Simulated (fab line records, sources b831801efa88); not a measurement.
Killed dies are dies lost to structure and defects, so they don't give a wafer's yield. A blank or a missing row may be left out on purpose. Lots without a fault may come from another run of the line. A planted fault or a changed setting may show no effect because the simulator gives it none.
Which tool did it? | flow sky130 | 24 lots, 72 wafers sampled, at 6 steps of a route of 708

WHAT THE GAUGES READ, wafer by wafer
SKY_CONTACT_THK_MEAS_03. Usual: CONTACT_HDPCVD_THK 567 nm, standard deviation 6.4.
lot  | measured     | on            | CONTACT_HDPCVD_THK (nm) | flag
L074 | day 30 07:44 | film_metro-01 | 576 570 578             |
L075 | day 31 00:17 | film_metro-04 | 574 567 562             |
L076 | day 31 07:22 | film_metro-04 | 558 557 565             |
L077 | day 31 17:07 | film_metro-01 | 581 571 565             |
L078 | day 32 08:19 | film_metro-04 | 573 569 568             |
L079 | day 32 16:39 | film_metro-01 | 560 571 566             |
L080 | day 33 01:17 | film_metro-04 | 571 558 571             |
L081 | day 33 01:58 | film_metro-04 | 554 564 564             |
L082 | day 33 11:53 | film_metro-01 | 566 564 563             |
L083 | day 33 17:47 | film_metro-02 | 569 574 562             |
L084 | day 34 07:14 | film_metro-01 | 569 572 567             |
L085 | day 34 10:31 | film_metro-02 | 569 556 557             |
L086 | day 34 17:56 | film_metro-01 | 574 566 573             |
L087 | day 34 23:08 | film_metro-01 | 574 577 566             |
L088 | day 35 06:05 | film_metro-02 | 571 560 574             |
L089 | day 35 11:46 | film_metro-02 | 577 568 558             |
L090 | day 35 16:36 | film_metro-01 | 568 562 564             |
L091 | day 35 23:49 | film_metro-02 | 569 572 568             |
L092 | day 36 12:33 | film_metro-04 | 571 581 561             |
L093 | day 36 16:28 | film_metro-02 | 568 570 567             |
L094 | day 37 00:02 | film_metro-02 | 573 574 569             |
L095 | day 37 09:40 | film_metro-04 | 560 563 563             |
L096 | day 37 12:55 | film_metro-04 | 566 566 556             |
L097 | day 37 19:06 | film_metro-02 | 564 572 560             |

SKY_CAPM_THK_MEAS_04: measures by xrf. Usual: CAPM_TIN_THK 200 nm, standard deviation 3.
lot  | measured     | on            | CAPM_TIN_THK (nm) | flag
L074 | day 36 07:34 | film_metro-02 | 200 202 197       |
L075 | day 36 21:58 | film_metro-03 | 202 197 203       |
L076 | day 37 04:28 | film_metro-03 | 204 207 201       |
L077 | day 37 15:17 | film_metro-01 | 200 199 196       |
L078 | day 38 05:41 | film_metro-02 | 198 199 199       |
L079 | day 38 15:07 | film_metro-01 | 197 197 194       |
L080 | day 38 21:48 | film_metro-02 | 202 200 200       |
L081 | day 38 21:18 | film_metro-02 | 200 203 198       |
L082 | day 39 06:19 | film_metro-02 | 201 203 203       |
L083 | day 39 10:28 | film_metro-03 | 199 200 199       |
L084 | day 40 01:31 | film_metro-01 | 198 199 198       |
L085 | day 40 04:04 | film_metro-01 | 195 198 197       |
L086 | day 40 11:25 | film_metro-03 | 196 201 199       |
L087 | day 40 17:02 | film_metro-03 | 207 204 206       |
L088 | day 40 23:01 | film_metro-01 | 202 202 201       |
L089 | day 41 05:04 | film_metro-02 | 201 200 199       |
L090 | day 41 07:52 | film_metro-02 | 195 199 197       |
L091 | day 41 15:01 | film_metro-02 | 203 203 199       |
L092 | day 42 03:41 | film_metro-01 | 195 196 197       |
L093 | day 42 06:43 | film_metro-01 | 199 195 197       |
L094 | day 42 13:43 | film_metro-01 | 195 198 196       |
L095 | day 42 22:19 | film_metro-01 | 200 200 197       |
L096 | day 43 01:02 | film_metro-01 | 201 201 202       |
L097 | day 43 05:49 | film_metro-02 | 196 196 195       |

SKY_CAP2M_OVL_MEAS_12. Usual: CAP2M_OVL -0.8 nm, standard deviation 1.4.
lot  | measured     | on         | CAP2M_OVL (nm) | flag
L074 | day 40 18:10 | overlay-02 | -1.6 -1.0 -2.6 |
L075 | day 41 07:37 | overlay-02 | -0.8 -0.5 -1.6 |
L076 | day 41 12:13 | overlay-01 | -1.2 -1.7 -1.5 |
L077 | day 41 23:55 | overlay-01 | -4.3 -3.0 -2.1 |
L078 | day 42 13:29 | overlay-02 | -0.4 2.0 0.9   |
L079 | day 42 21:13 | overlay-02 | 2.6 0.4 2.9    |
L080 | day 43 02:07 | overlay-02 | 0.4 0.3 0.0    |
L081 | day 43 01:43 | overlay-02 | -1.7 -1.7 -0.8 |
L082 | day 43 11:34 | overlay-02 | 1.6 1.1 1.0    |
L083 | day 43 15:32 | overlay-01 | -2.1 -1.7 -2.8 |
L084 | day 44 06:54 | overlay-01 | -0.2 0.7 -1.2  |
L085 | day 44 07:55 | overlay-02 | 0.6 0.4 0.2    |
L086 | day 44 15:48 | overlay-01 | -1.2 -2.0 -1.3 |
L087 | day 44 20:07 | overlay-01 | -1.6 -0.9 -1.8 |
L088 | day 44 23:58 | overlay-01 | -2.8 -2.6 -1.7 |
L089 | day 45 07:31 | overlay-02 | -1.7 -2.8 -2.1 |
L090 | day 45 07:48 | overlay-01 | -1.8 0.6 -0.3  |
L091 | day 45 15:43 | overlay-01 | 0.4 -0.5 0.0   |
L092 | day 46 01:25 | overlay-02 | -0.6 -1.6 -1.8 |
L093 | day 46 04:49 | overlay-02 | -2.7 -1.1 -2.0 |
L094 | day 46 10:36 | overlay-01 | 1.5 0.5 2.0    |
L095 | day 46 15:49 | overlay-02 | -2.0 -2.5 -2.4 |
L096 | day 46 18:37 | overlay-02 | -1.3 -1.8 -1.1 |
L097 | day 46 23:43 | overlay-02 | -0.3 -1.5 -0.1 |

WHICH TOOL RAN EACH LOT (tool, then ch and the chambers of the sampled wafers, then the start)
lot  | SKY_LI_CONTACT_ETCH_15             | SKY_LI_CONTACT_SPUTTER_20    | SKY_CAPM_STRIP_14
L074 | rie_diel-01 ch 0,2,3, day 29 01:05 | pvd_sputter-03, day 29 01:32 | plasma_asher-03 ch 0,1, day 37 09:59
L075 | rie_diel-02 ch 0,2, day 29 17:27   | pvd_sputter-04, day 29 17:56 | plasma_asher-02 ch 0,1, day 37 23:43
L076 | rie_diel-01 ch 0,3, day 30 01:32   | pvd_sputter-04, day 30 02:00 | plasma_asher-04 ch 0,1, day 38 05:36
L077 | rie_diel-01 ch 0,3, day 30 11:09   | pvd_sputter-04, day 30 11:49 | plasma_asher-04 ch 0,1, day 38 16:49
L078 | rie_diel-04 ch 0,2,3, day 31 02:23 | pvd_sputter-03, day 31 02:50 | plasma_asher-02 ch 0,1, day 39 07:05
L079 | rie_diel-01 ch 0,2, day 31 11:01   | pvd_sputter-03, day 31 11:29 | plasma_asher-04 ch 0,1, day 39 16:01
L080 | rie_diel-04 ch 0,3, day 31 19:38   | pvd_sputter-04, day 31 20:05 | plasma_asher-04 ch 0,1, day 39 22:02
L081 | rie_diel-01 ch 0,2,3, day 31 19:55 | pvd_sputter-03, day 31 20:23 | plasma_asher-03 ch 0,1, day 39 21:22
L082 | rie_diel-02 ch 0,1, day 32 06:18   | pvd_sputter-04, day 32 06:45 | plasma_asher-02 ch 0,1, day 40 07:16
L083 | rie_diel-02 ch 2,3, day 32 12:39   | pvd_sputter-03, day 32 13:06 | plasma_asher-02 ch 0,1, day 40 10:48
L084 | rie_diel-01 ch 1,2,3, day 33 02:13 | pvd_sputter-04, day 33 02:40 | plasma_asher-02 ch 0,1, day 41 02:31
L085 | rie_diel-02 ch 0,3, day 33 05:56   | pvd_sputter-04, day 33 06:24 | plasma_asher-03 ch 0,1, day 41 04:22
L086 | rie_diel-04 ch 0,1,3, day 33 13:38 | pvd_sputter-03, day 33 14:07 | plasma_asher-04 ch 1, day 41 12:07
L087 | rie_diel-02 ch 0,1,3, day 33 18:20 | pvd_sputter-01, day 33 18:48 | plasma_asher-03 ch 0,1, day 41 17:37
L088 | rie_diel-02 ch 0,1,3, day 34 01:23 | pvd_sputter-01, day 34 01:50 | plasma_asher-04 ch 0,1, day 41 23:41
L089 | rie_diel-02 ch 0,1,2, day 34 07:27 | pvd_sputter-04, day 34 07:55 | plasma_asher-02 ch 0,1, day 42 05:18
L090 | rie_diel-04 ch 0,1,3, day 34 12:06 | pvd_sputter-04, day 34 12:34 | plasma_asher-04 ch 0,1, day 42 07:07
L091 | rie_diel-01 ch 1,2,3, day 34 19:03 | pvd_sputter-04, day 34 19:31 | plasma_asher-04 ch 0,1, day 42 14:28
L092 | rie_diel-04 ch 0,1,2, day 35 07:13 | pvd_sputter-03, day 35 07:40 | plasma_asher-03 ch 0,1, day 43 02:31
L093 | rie_diel-02 ch 0,1,3, day 35 12:01 | pvd_sputter-04, day 35 12:28 | plasma_asher-02 ch 0,1, day 43 06:16
L094 | rie_diel-04 ch 0,3, day 35 19:41   | pvd_sputter-04, day 35 20:08 | plasma_asher-02 ch 0,1, day 43 13:34
L095 | rie_diel-01 ch 0,2, day 36 04:42   | pvd_sputter-04, day 36 05:10 | plasma_asher-02 ch 0,1, day 43 22:04
L096 | rie_diel-04 ch 1,2,3, day 36 08:03 | pvd_sputter-03, day 36 08:31 | plasma_asher-04 ch 0,1, day 44 00:13
L097 | rie_diel-04 ch 1,2,3, day 36 13:51 | pvd_sputter-03, day 36 14:26 | plasma_asher-03 ch 0,1, day 44 05:26
- SKY_LI_CONTACT_ETCH_15: etches PSG in C4F8/O2/Ar, stops on Si, target depth 600 nm.
- SKY_LI_CONTACT_SPUTTER_20: material TiN, target thk 20 nm, time 80 s.
- SKY_CAPM_STRIP_14: strips in O2/N2.

WHAT THE TOOLS THEMSELVES READ (means of the sampled wafers that have a number; where no wafer has one, the mark that the record gives instead)
SKY_LI_CONTACT_ETCH_15. Usual: bias_w 1200 W, standard deviation 3.7; oes_product_au 0.837 a.u., standard deviation 0.0047.
lot  | tool        | bias_w (W) | oes_product_au (a.u.) | flag
L074 | rie_diel-01 | 1203       | 0.836                 |
L075 | rie_diel-02 | 1199       | 0.842                 |
L076 | rie_diel-01 | 1201       | 0.834                 |
L077 | rie_diel-01 | 1202       | 0.834                 |
L078 | rie_diel-04 | 1200       | 0.835                 |
L079 | rie_diel-01 | 1202       | 0.838                 |
L080 | rie_diel-04 | 1193       | 0.832                 |
L081 | rie_diel-01 | 1200       | 0.835                 |
L082 | rie_diel-02 | 1201       | 0.842                 |
L083 | rie_diel-02 | 1198       | 0.840                 |
L084 | rie_diel-01 | 1197       | 0.838                 |
L085 | rie_diel-02 | 1201       | 0.834                 |
L086 | rie_diel-04 | 1199       | 0.838                 |
L087 | rie_diel-02 | 1199       | 0.836                 |
L088 | rie_diel-02 | 1201       | 0.839                 |
L089 | rie_diel-02 | 1200       | 0.837                 |
L090 | rie_diel-04 | 1201       | 0.838                 |
L091 | rie_diel-01 | 1202       | 0.839                 |
L092 | rie_diel-04 | 1197       | 0.838                 |
L093 | rie_diel-02 | 1199       | 0.836                 |
L094 | rie_diel-04 | 1204       | 0.835                 |
L095 | rie_diel-01 | 1200       | 0.837                 |
L096 | rie_diel-04 | 1198       | 0.836                 |
L097 | rie_diel-04 | 1200       | 0.837                 |

SKY_LI_CONTACT_SPUTTER_20. Usual: throttle_valve_pct 29.9 %, standard deviation 1.1.
lot  | tool           | throttle_valve_pct (%) | flag
L074 | pvd_sputter-03 | 29.9                   |
L075 | pvd_sputter-04 | 30.5                   |
L076 | pvd_sputter-04 | 31.1                   |
L077 | pvd_sputter-04 | 30.3                   |
L078 | pvd_sputter-03 | 30.9                   |
L079 | pvd_sputter-03 | 28.8                   |
L080 | pvd_sputter-04 | 29.7                   |
L081 | pvd_sputter-03 | 29.5                   |
L082 | pvd_sputter-04 | 29.8                   |
L083 | pvd_sputter-03 | 29.5                   |
L084 | pvd_sputter-04 | 30.4                   |
L085 | pvd_sputter-04 | 29.6                   |
L086 | pvd_sputter-03 | 30.1                   |
L087 | pvd_sputter-01 | 29.0                   |
L088 | pvd_sputter-01 | 30.3                   |
L089 | pvd_sputter-04 | 29.8                   |
L090 | pvd_sputter-04 | 29.8                   |
L091 | pvd_sputter-04 | 31.1                   |
L092 | pvd_sputter-03 | 30.0                   |
L093 | pvd_sputter-04 | 30.3                   |
L094 | pvd_sputter-04 | 29.9                   |
L095 | pvd_sputter-04 | 29.8                   |
L096 | pvd_sputter-03 | 30.1                   |
L097 | pvd_sputter-03 | 30.9                   |

SKY_CAPM_STRIP_14. Usual: drypump_motor_current_A 5.62 A, standard deviation 0.27; n2_flow_sccm 300.0 sccm, standard deviation 0.97; oes_product_au 0.710 a.u., standard deviation 0.0045; strip_time_to_endpoint_s 12.65 s, standard deviation 0.042.
lot  | tool            | drypump_motor_current_A (A) | n2_flow_sccm (sccm) | oes_product_au (a.u.) | strip_time_to_endpoint_s (s) | flag
L074 | plasma_asher-03 | 5.71                        | 299.9               | 0.711                 | 12.65                        |
L075 | plasma_asher-02 | 5.49                        | 300.1               | 0.711                 | 12.67                        |
L076 | plasma_asher-04 | 5.84                        | 300.9               | 0.713                 | 12.69                        |
L077 | plasma_asher-04 | 5.82                        | 300.0               | 0.712                 | 12.68                        |
L078 | plasma_asher-02 | 5.53                        | 299.0               | 0.708                 | 12.62                        |
L079 | plasma_asher-04 | 5.74                        | 301.1               | 0.708                 | 12.69                        |
L080 | plasma_asher-04 | 5.83                        | 300.4               | 0.707                 | 12.66                        |
L081 | plasma_asher-03 | 5.43                        | 299.4               | 0.714                 | 12.65                        |
L082 | plasma_asher-02 | 5.49                        | 299.5               | 0.712                 | 12.63                        |
L083 | plasma_asher-02 | 5.49                        | 300.4               | 0.707                 | 12.65                        |
L084 | plasma_asher-02 | 5.46                        | 299.7               | 0.714                 | 12.65                        |
L085 | plasma_asher-03 | 5.44                        | 299.7               | 0.707                 | 12.66                        |
L086 | plasma_asher-04 | 5.93                        | 300.4               | 0.712                 | 12.60                        |
L087 | plasma_asher-03 | 5.44                        | 301.1               | 0.714                 | 12.64                        |
L088 | plasma_asher-04 | 5.81                        | 300.8               | 0.709                 | 12.64                        |
L089 | plasma_asher-02 | 5.49                        | 300.2               | 0.707                 | 12.64                        |
L090 | plasma_asher-04 | 5.72                        | 299.9               | 0.712                 | 12.65                        |
L091 | plasma_asher-04 | 5.73                        | 299.7               | 0.706                 | 12.68                        |
L092 | plasma_asher-03 | 5.72                        | 299.1               | 0.712                 | 12.64                        |
L093 | plasma_asher-02 | 5.51                        | 299.5               | 0.707                 | 12.57                        |
L094 | plasma_asher-02 | 5.51                        | 299.9               | 0.711                 | 12.66                        |
L095 | plasma_asher-02 | 5.46                        | 300.3               | 0.710                 | 12.62                        |
L096 | plasma_asher-04 | 5.72                        | 299.5               | 0.712                 | 12.73                        |
L097 | plasma_asher-03 | 5.73                        | 300.7               | 0.706                 | 12.67                        |

THE ANSWER, worked out from the rows above alone
Rule: a lot is off if the mean of its wafers that have a number lies more than 3 standard deviations from the usual mean. A lot without any number at a reading at which 4 lots or more have one is off too. The other lots that the step has rows for count as sound. The gauges are gone through in route order, then the tools' own readings, and for those a lot's mean is taken as printed above. The first step at which some lot is off is used, and at that step the reading that is off furthest; a lot without a number counts as furthest.
No lot is off at any reading shown: from this, nothing can be told.

WHAT THE SIMULATOR HAD PUT IN
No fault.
